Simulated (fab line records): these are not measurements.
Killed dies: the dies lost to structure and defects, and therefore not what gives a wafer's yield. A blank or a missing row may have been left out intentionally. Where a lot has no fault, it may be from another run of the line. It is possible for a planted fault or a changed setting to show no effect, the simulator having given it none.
A struck lot beside a sound one | flow sky130 | 17 steps out of a route of 708
Sound: wafers L644.2, L644.3, L644.5. Wafers L656.3, L656.5, L656.6 were the ones struck. At the end, the cause is stated.
At each step with rows: each side's tool, then ch and its chambers, then its first start. Under that, the readings that differ: sound wafers | struck wafers | difference of the means | sigmas: that difference in standard deviations of wafers without a fault.
alike: readings with means less than 2 such deviations apart, plus words and numbers identical on both sides. not compared: withheld readings, readings lacking a value on some wafer, bounds such as >300 that could conceal the same value, and numbers that have no deviation in the record and whose values overlap.
A row with sigmas, a row that says differs or no value, or rows on one side alone: a step with any of these is where the two part. Non-overlapping numbers with no deviation appear without sigmas and do not part them. A reading missing from all wafers of one side parts the sides only when that side holds two or more wafers.

first, 1 step without rows for these wafers: SKY_VT_ADJUST_NCORE_IMPLANT_09.
SKY_VT_ADJUST_NCORE_STRIP_10: strips in O2/N2.
  sound on plasma-asher-04 ch 0,1, day 10 15:26; struck on plasma-asher-03 ch 0,1, day 14 02:19
  reading                     | sound       | struck      | difference | sigmas
  drypump-motor-current-A (A) | 6.5 6.5 6.0 | 4.7 5.9 4.7 | -1.2       | -2
  alike: chamber-pressure-mTorr, oes-product-au, strip-time-to-endpoint-s
  not compared: rf-hours-counter-h
SKY_VT_ADJUST_NCORE_TW_MEAS_11:
  sound on film-metro-03 at day 10 15:33; struck on film-metro-04 at day 14 02:25
  alike: VT_ADJUST_NCORE_TW
then, 7 steps without rows for these wafers: SKY_VT_ADJUST_HVTR_DEHYDRATE_00 (time 60 s); SKY_VT_ADJUST_HVTR_HMDS_01 (prime time 60 s); SKY_VT_ADJUST_HVTR_COAT_02 (resist thk 1140 nm); SKY_VT_ADJUST_HVTR_SOFTBAKE_03 (time 60 s); SKY_VT_ADJUST_HVTR_EXPOSE_04 (exposes mask HVTRM, target cd 380 nm); SKY_VT_ADJUST_HVTR_PEB_05; SKY_VT_ADJUST_HVTR_DEVELOP_06 (develop time 60 s).
SKY_VT_ADJUST_HVTR_CD_MEAS_07: target cd 380 nm.
  sound on cd-sem-02 at day 11 13:51; struck on cd-sem-01 at day 15 03:13
  alike: cd-nm
SKY_VT_ADJUST_HVTR_OVL_MEAS_08:
  sound on overlay-02 at day 11 13:57; struck on overlay-02 at day 15 03:19
  alike: VT_ADJUST_HVTR_OVL
SKY_VT_ADJUST_HVTR_IMPLANT_09:
  sound on implanter-01 ch 0, day 11 14:01; struck on implanter-01 ch 0, day 15 03:26
  reading            | sound             | struck            | difference | sigmas
  beam-on-s (s)      | 10.21 10.06 10.04 | 8.33 8.19 8.51    | -1.76      | -9
  faraday-current-uA | 11.61 11.80 11.87 | 14.21 14.40 13.89 | +2.41      | +10
  alike: beam-energy-keV
SKY_VT_ADJUST_HVTR_STRIP_10: strips in O2/N2.
  sound on plasma-asher-03 ch 0,1, day 11 14:08; struck on plasma-asher-04 ch 0,1, day 15 03:40
  alike: chamber-pressure-mTorr, drypump-motor-current-A, oes-product-au, strip-time-to-endpoint-s
  not compared: rf-hours-counter-h
SKY_VT_ADJUST_HVTR_TW_MEAS_11:
  sound on film-metro-01 at day 11 14:14; struck on film-metro-01 at day 15 03:46
  reading           | sound             | struck            | difference | sigmas
  VT_ADJUST_HVTR_TW | 206.1 207.3 205.6 | 196.6 196.1 196.8 | -9.8       | -4
then, 1 step without rows for these wafers: SKY_VT_ADJUST_PCH_DEHYDRATE_00 (time 60 s).
-- record jumps: 35 days separate the struck wafers' starts on either side; left off in module VT_ADJUST_PCH, taken up again in module PAD_OPEN, whose first shown step is the route's number 708 --
SKY_PAD_OPEN_PROBE_99:
  sound on prober-02 at day 47 07:36; struck on prober-01 at day 50 01:58
  reading                                  | sound                   | struck                  | difference | sigmas
  model.etest.pfet_01v8_mvt.off-log10-a-um | -10.33 -10.41 -10.29    | -11.06 -11.05 -10.96    | -0.68      |
  model.etest.pfet_01v8_mvt.vt-sat-v (V)   | -0.543 -0.5604 -0.539   | -0.5998 -0.5981 -0.6    | -0.0518    |
  model.etest.pfet_01v8_mvt.vt-v (V)       | -0.6306 -0.6423 -0.6293 | -0.6797 -0.6791 -0.6768 | -0.0445    |
  model.etest.pfet_01v8_mvt.vt-long-v (V)  | -0.8344 -0.845 -0.8345  | -0.8785 -0.877 -0.8796  | -0.0404    |
  alike: killed_at_M0_to_M3, killed_at_M4_up, killed-at-contacts, killed-at-front-end, killed-at-other, killed-dies, killed-open, killed-short

== WHERE THEY PART ==
At SKY_VT_ADJUST_NCORE_STRIP_10 first; at SKY_VT_ADJUST_HVTR_TW_MEAS_11 last (within this record only). Later steps at which nothing parts them and some readings are alike: SKY_PAD_OPEN_PROBE_99.

WHY: what had been put in by the simulator
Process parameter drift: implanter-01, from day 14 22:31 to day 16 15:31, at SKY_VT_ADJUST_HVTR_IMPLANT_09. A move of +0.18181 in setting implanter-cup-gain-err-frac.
